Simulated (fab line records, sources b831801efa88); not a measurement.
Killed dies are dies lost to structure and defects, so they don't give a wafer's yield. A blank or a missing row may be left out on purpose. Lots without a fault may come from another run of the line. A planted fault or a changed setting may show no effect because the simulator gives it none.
A struck lot beside a sound one | flow sfq_line | 14 steps out of a route of 325
Sound: wafers L880.1, L880.2, L880.3. Struck: wafers L872.1, L872.2, L872.6. The cause comes at the end.
At each step with rows: each side's tool, then ch and its chambers, then its first start. Under that, the readings that differ: sound wafers | struck wafers | difference of the means | sigmas: that difference in standard deviations of wafers without a fault.
alike: readings whose means differ by less than 2 such deviations, and words and numbers that are the same on both sides. not compared: withheld readings, readings that some wafer has no value for, bounds like >300 that may hide the same value, and numbers for which the record gives no deviation and whose values overlap.
The two part at a step that has a row with sigmas, a row that says differs or no value, or rows on one side only. Numbers that don't overlap but have no deviation are shown without sigmas and don't part them. A reading that every wafer of one side lacks parts them only if that side has two wafers or more.

SFQ_TRILAYER_M3_BARC_OPEN_METAL_ETCH_100: etches BARC in O2, target depth 125 nm, time 41.7 s.
  sound on rie_metal-04 ch 0,1, day 54 22:32; struck on rie_metal-02 ch 0,1, day 50 22:32
  alike: drypump_motor_current_A, oes_product_au, rf_fwd_power_W
  not compared: rf_hours_counter_h
SFQ_TRILAYER_M3_ETCH_METAL_ETCH_078: etches Nb in Cl2/Ar, stops on SiO2, target depth 240 nm, time 120 s.
  sound on rie_metal-04 ch 0,1, day 54 22:35; struck on rie_metal-02 ch 0,1, day 50 22:36
  alike: drypump_motor_current_A, oes_product_au, rf_fwd_power_W
  not compared: rf_hours_counter_h
then, 2 steps without rows for these wafers: SFQ_TRILAYER_M3_STRIP_STRIP_079 (strips in O2); SFQ_TRILAYER_M3_STRIP_SOLV_CLEAN_080 (cleans in NMP, time 600 s).
SFQ_TRILAYER_I3_DEP_PECVD_081: deposits SiO2 from SiH4/N2O, time 111.11 s, target thk 500 nm.
  sound on pecvd-04 ch 0,2, day 54 23:29; struck on pecvd-03 ch 0,2, day 50 23:31
  alike: heater_power_w, rf_fwd_power_W, throttle_valve_pct
SFQ_TRILAYER_I3_CMP_CMP_082: polishes SiO2.
  sound on cmp-02 ch 1,2,3, day 54 23:37; struck on cmp-01 ch 0,1, day 51 01:53
  reading                | sound         | struck      | difference | sigmas
  motor_current_A (A)    | 10.7 9.7 11.9 | 8.3 8.1 8.1 | -2.6       | -3
  time_to_endpoint_s (s) | 215 217 223   | 202 193 205 | -18        | -3
SFQ_I3_BOW_MEAS_922:
  sound on film_metro-03, day 55 02:37; struck on film_metro-04, day 51 04:23
  alike: I3_BOW
SFQ_TRILAYER_I3_METRO_MEASURE_083:
  sound on film_metro-03, day 55 02:44; struck on film_metro-04, day 51 04:30
  alike: thk_nm
then, 4 steps without rows for these wafers: SFQ_TRILAYER_I3_VIA_LITHO_COAT_090 (resist thk 62 nm); SFQ_TRILAYER_I3_VIA_LITHO_COAT_085 (resist thk 650 nm); SFQ_TRILAYER_I3_VIA_LITHO_SOFTBAKE_089; SFQ_TRILAYER_I3_VIA_LITHO_EXPOSE_086 (exposes mask I3, target cd 500 nm).
SFQ_TRILAYER_I3_VIA_LITHO_PEB_088: peb time 60 s.
  sound on litho_track-04 ch 0, day 55 06:01; struck on litho_track-04 ch 0, day 51 07:39
  reading                  | sound                | struck               | difference | sigmas
  heater_power_total_W (W) | 79.08 79.17 79.22    | 77.40 77.37 77.37    | -1.78      | -26
  plate_temp_C (C)         | 115.20 115.17 115.11 | 113.05 113.18 113.23 | -2.01      | -15
  alike: chill_plate_temp_C, exhaust_pa
then, 1 step without rows for these wafers: SFQ_TRILAYER_I3_VIA_LITHO_DEVELOP_087 (time 60 s).

WHERE THEY PART
First at SFQ_TRILAYER_I3_CMP_CMP_082; last, within this record, at SFQ_TRILAYER_I3_VIA_LITHO_PEB_088.

WHY: what the simulator had put in
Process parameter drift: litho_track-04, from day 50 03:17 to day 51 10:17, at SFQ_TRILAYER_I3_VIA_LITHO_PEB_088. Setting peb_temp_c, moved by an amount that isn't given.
